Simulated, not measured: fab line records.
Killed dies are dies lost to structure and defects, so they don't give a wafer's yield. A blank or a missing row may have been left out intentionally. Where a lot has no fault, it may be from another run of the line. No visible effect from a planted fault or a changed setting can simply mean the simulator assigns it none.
Lot-split experiment | flow sfq line | 5 lots, 23 wafers read, on a route of 325 steps

## ON THE SPLIT
At SFQ_TRILAYER_I7_VIA_BARC_OPEN_VIA_ETCH_260 (etches BARC in O2, target depth 125 nm, time 41.7 s), the setting time s was moved away from the recipe's 41.7 s on 10 of the 23 wafers read, by -4.5% to +13.5%. The other wafers ran this setting at the recipe's value.

Between the split and the reading, the file records no step.

## THE READING
KrF_of_TRILAYER_I7_VIA_LITHO_COAT_187.thk nm (the simulator's own value, which no gauge read), in nm, at SFQ_TRILAYER_I7_VIA_ETCH_VIA_ETCH_190 (etches SiO2 in CHF3, stops on Nb, target depth 260 nm). The file gives no usual value for it. Here, 13 wafers ran the recipe; their average is 528.3 nm with a standard deviation of 2.7 nm.

wafer  | tool, chamber at the split | time s as run, s | against the recipe | KrF_of_TRILAYER_I7_VIA_LITHO_COAT_187.thk nm, nm | against lot-mates on the recipe
L074.1 | rie diel-02, 3             | 41.7             | recipe             | 527.7                                            | -
L074.2 | rie diel-02, 0             | 39.83            | -4.5%              | 530.9                                            | +4.1
L074.3 | rie diel-02, 1             | 41.7             | recipe             | 525                                              | -
L074.4 | rie diel-02, 2             | 41.7             | recipe             | 527.6                                            | -
L074.6 | rie diel-02, 3             | 39.83            | -4.5%              | 528.5                                            | +1.7
L076.1 | rie diel-01, 1             | 41.7             | recipe             | 523.9                                            | -
L076.2 | rie diel-01, 2             | 43.6             | +4.6%              | 520.5                                            | -3.1
L076.3 | rie diel-01, 3             | 43.6             | +4.6%              | 523.9                                            | +0.3
L076.5 | rie diel-01, 2             | 43.6             | +4.6%              | 521.4                                            | -2.2
L076.6 | rie diel-01, 1             | 41.7             | recipe             | 523.3                                            | -
L080.1 | rie diel-02, 0             | 44.39            | +6.5%              | 525.7                                            | -4.4
L080.2 | rie diel-02, 3             | 41.7             | recipe             | 532                                              | -
L080.3 | rie diel-02, 1             | 41.7             | recipe             | 528.5                                            | -
L080.4 | rie diel-02, 2             | 44.39            | +6.5%              | 528.2                                            | -1.9
L080.5 | rie diel-02, 2             | 41.7             | recipe             | 529.9                                            | -
L081.1 | rie diel-04, 0             | 47.34            | +13.5%             | 523.6                                            | -6.2
L081.2 | rie diel-04, 1             | 41.7             | recipe             | 531.2                                            | -
L081.4 | rie diel-04, 2             | 47.34            | +13.5%             | 519.8                                            | -10.1
L081.5 | rie diel-04, 2             | 47.34            | +13.5%             | 519.4                                            | -10.5
L081.6 | rie diel-04, 3             | 41.7             | recipe             | 528.5                                            | -
L082.1 | rie diel-04, 1             | 41.7             | recipe             | 531.3                                            | -
L082.2 | rie diel-04, 0             | 41.7             | recipe             | 529.1                                            | -
L082.4 | rie diel-04, 0             | 41.7             | recipe             | 529.7                                            | -

THE FIT
A straight line over all 23 wafers: KrF_of_TRILAYER_I7_VIA_LITHO_COAT_187.thk nm changes by -0.53 nm for each +1% of time s; r = -0.70; the points scatter about the line by 2.8 nm.
The same after taking each lot's own level away (the mean of its wafers on the recipe; 23 wafers): -0.631 nm for each +1%; r = -0.91; scatter 1.5 nm.
On that fit, the largest move of time s shifts the reading by 8.5 nm.
From 523.60 to 530.13 nm: that is the span of the lots' own levels, equal to 2.5 times the standard deviation above.
So the lot-to-lot level blurs the effect unless lot-mates are compared.
Check: -9.03 nm against its lot-mates is what the line predicts for one of the wafers moved furthest among these (+13.5%) when that wafer is left out of the fit. Against them it came out at -6.25 nm.

## THE OTHER SPLITS THESE WAFERS WENT THROUGH
Other splits were also applied to these wafers ahead of the reading. Each is held against what the fit with the lots' levels taken away leaves over:
other split on the same wafers                    | wafers away from the commonest value | r with KrF_of_TRILAYER_I7_VIA_LITHO_COAT_187.thk nm (lot level and that fit taken away)
SFQ_TRILAYER_I6_VIA_BARC_OPEN_VIA_ETCH_235 time s | 5                                    | -0.07
SFQ_TRILAYER_M7_DEP_SPUTTER_175 power w           | 9                                    | -0.27
SFQ_TRILAYER_M7_LITHO_COAT_182 resist thk nm      | 6                                    | -0.27
SFQ_TRILAYER_I7_VIA_LITHO_COAT_192 resist thk nm  | 5                                    | -0.06

## THE WHOLE CHAIN: every reading that the file lists as answering this split, in the file's order
step                                       | what it does                                          | reading                                                                                       | change (the file's fit)               | r (the file's)
SFQ_TRILAYER_I7_VIA_BARC_OPEN_VIA_ETCH_260 | etches BARC in O2, target depth 125 nm, time 41.7 s   | KrF_of_TRILAYER_I7_VIA_LITHO_COAT_187.thk nm (the simulator's own value, which no gauge read) | -0.545 nm for each +1% of the setting | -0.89
SFQ_TRILAYER_I7_VIA_ETCH_VIA_ETCH_190      | etches SiO2 in CHF3, stops on Nb, target depth 260 nm | KrF_of_TRILAYER_I7_VIA_LITHO_COAT_187.thk nm (the simulator's own value, which no gauge read) | -0.608 nm for each +1% of the setting | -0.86

## THE FILE'S OWN FIT
KrF_of_TRILAYER_I7_VIA_LITHO_COAT_187.thk nm changes by -0.608 nm for each +1% of time s, r = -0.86.
